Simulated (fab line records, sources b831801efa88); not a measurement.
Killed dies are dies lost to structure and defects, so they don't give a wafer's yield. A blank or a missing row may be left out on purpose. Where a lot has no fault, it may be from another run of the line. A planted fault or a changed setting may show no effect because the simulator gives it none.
Comparing a struck lot with a sound one || flow gf180mcu || 17 steps out of a route of 602
Sound: the wafers L506.2, L506.5, L506.6. Struck: wafer L504.5. The cause is given at the end.
At each step with rows: each side's tool, then ch and its chambers, then its first start. Under that, the readings that differ: sound wafers || struck wafers || difference of the means || sigmas: that difference in standard deviations of wafers without a fault.
alike: readings whose means differ by less than 2 such deviations, and words and numbers that are the same on both sides. not compared: withheld readings, readings that some wafer has no value for, bounds like >300 that may hide the same value, and numbers for which the record gives no deviation and whose values overlap.
A row with sigmas, a row that says differs or no value, or rows on one side alone: a step with any of these is where the two part. Non-overlapping numbers with no deviation appear without sigmas and do not part them. A reading that every wafer of one side lacks parts them only if that side has two wafers or more.

GF_STI_BOW_MEAS_00:
  sound on film-metro-04 at day 5 09:01; struck on film-metro-01 at day 4 23:05
  alike: INCOMING_BOW
then, 1 step without rows for these wafers: GF_STI_OXIDATION_01 (stabilise 600 s, purge 300 s, target thk 10 nm).
GF_STI_THK_MEAS_02:
  sound on film-metro-01 at day 5 10:55; struck on film-metro-01 at day 5 00:33
{"reading": "STI_OXIDATION_THK (nm)", "sound": "10.36 10.26 10.45", "struck": 9.79, "difference": -0.57, "sigmas": -3}
then, 1 step without rows for these wafers: GF_STI_CVD_03 (deposits Si3N4 from DCS/NH3, target thk 207.16 nm, time 3551 s).
GF_STI_THK_MEAS_04:
  sound on film-metro-04 at day 5 12:58; struck on film-metro-02 at day 5 03:35
  alike: STI_CVD_03_THK
then, 4 steps without rows for these wafers: GF_STI_DEHYDRATE_05 (time 60 s); GF_STI_HMDS_06 (prime time 60 s); GF_STI_COAT_07 (resist thk 700 nm); GF_STI_SOFTBAKE_08 (time 60 s).
GF_STI_EXPOSE_09: exposes mask COMP, target cd 220 nm.
  sound on krf-scanner-01 ch 0, day 5 20:07; struck on krf-scanner-02 ch 0, day 5 10:40
  alike: mask, reticle-temp-C, stage-vel-mm-s
then, 2 steps without rows for these wafers: GF_STI_PEB_10 (peb time 90 s); GF_STI_DEVELOP_11 (develop time 60 s).
GF_STI_CD_MEAS_12: the cd target is 220 nm.
  sound on cd-sem-01 at day 6 03:44; struck on cd-sem-01 at day 5 17:49
{"reading": "cd-nm (nm)", "sound": "221.1 222.1 222.5", "struck": 201.1, "difference": -20.8, "sigmas": -22}
  not compared: hold
GF_STI_ETCH_13: etches the open film in CHF3/O2, stops on Si, target depth 282.31 nm, time 112.9 s.
  sound on rie-diel-04 ch 0,1,3, day 6 03:50; struck on rie-diel-01 ch 1, day 5 19:25
{"reading": "hold", "sound": "- - -", "struck": "await-dispo/1.5h/release", "difference": "no value on the sound wafers", "sigmas": ""}
{"reading": "model.STI.cd-nm (nm)", "sound": "221.5 222.6 222", "struck": 200.5, "difference": -21.5, "sigmas": ""}
  alike: drypump-motor-current-A, oes-product-au, rf-fwd-power-W, throttle-valve-pct
  not compared: rf-hours-counter-h
GF_STI_ETCH_14: etches Si in HBr/Cl2/O2, target depth 360 nm, time 102.9 s.
  sound on rie-si-01 ch 0,1,3, day 6 03:55; struck on rie-si-02 ch 1, day 5 19:29
{"reading": "model.STI.cd-nm (nm)", "sound": "226.6 223.3 220.8", "struck": 200.9, "difference": -22.7, "sigmas": ""}
  alike: HBr_flow_sccm, drypump-motor-current-A, oes-product-au, rf-fwd-power-W, throttle-valve-pct
  not compared: rf-hours-counter-h
GF_STI_STRIP_15: strips in O2/N2.
  sound on plasma-asher-03 ch 0,1, day 6 03:59; struck on plasma-asher-03 ch 0, day 5 19:35
  alike: drypump-motor-current-A, heater-power-w, oes-product-au, strip-time-to-endpoint-s
  not compared: rf-hours-counter-h
-- the record jumps here: 28 days lie between the struck wafers' starts before and after (it left off in module STI and takes up again in module PASSIVATION, whose first step shown is number 602 of the route) --
GF_PASSIVATION_PROBE_99:
  sound on prober-01 at day 34 02:34; struck on prober-01 at day 33 22:16
{"reading": "model.etest.pldd_3p3.line-ohm-um", "sound": "6755 6838 6918", "struck": 7274, "difference": "+437", "sigmas": ""}
{"reading": "model.etest.pldd_6p0.line-ohm-um", "sound": "6359 6452 6496", "struck": 7037, "difference": "+601", "sigmas": ""}
{"reading": "model.etest.nldd_6p0.line-ohm-um", "sound": "4457 4576 4651", "struck": 4913, "difference": "+352", "sigmas": ""}
{"reading": "model.etest.nldd_3p3.line-ohm-um", "sound": "2209 2243 2240", "struck": 2406, "difference": "+175", "sigmas": ""}
{"reading": "model.etest.nmos_3p3_min.drive-ua-um", "sound": "531.1 514.7 502.8", "struck": 481.2, "difference": -35.0, "sigmas": ""}
{"reading": "model.etest.pplus-u.line-ohm-um", "sound": "600.3 604.7 611.1", "struck": 656.2, "difference": "+50.8", "sigmas": ""}
{"reading": "model.etest.pmos_3p3_min.drive-ua-um", "sound": "260.7 253.5 250.3", "struck": 234.8, "difference": -20.0, "sigmas": ""}
{"reading": "model.etest.nplus-sal.width-nm (nm)", "sound": "207.7 204.5 201.3", "struck": 183, "difference": -22, "sigmas": ""}

== WHERE THEY PART ==
Earliest at GF_STI_THK_MEAS_02; latest, in this record, at GF_STI_ETCH_13. Later steps at which nothing parts them and some readings are alike: GF_STI_ETCH_14, GF_STI_STRIP_15.

WHY: what had been put in by the simulator
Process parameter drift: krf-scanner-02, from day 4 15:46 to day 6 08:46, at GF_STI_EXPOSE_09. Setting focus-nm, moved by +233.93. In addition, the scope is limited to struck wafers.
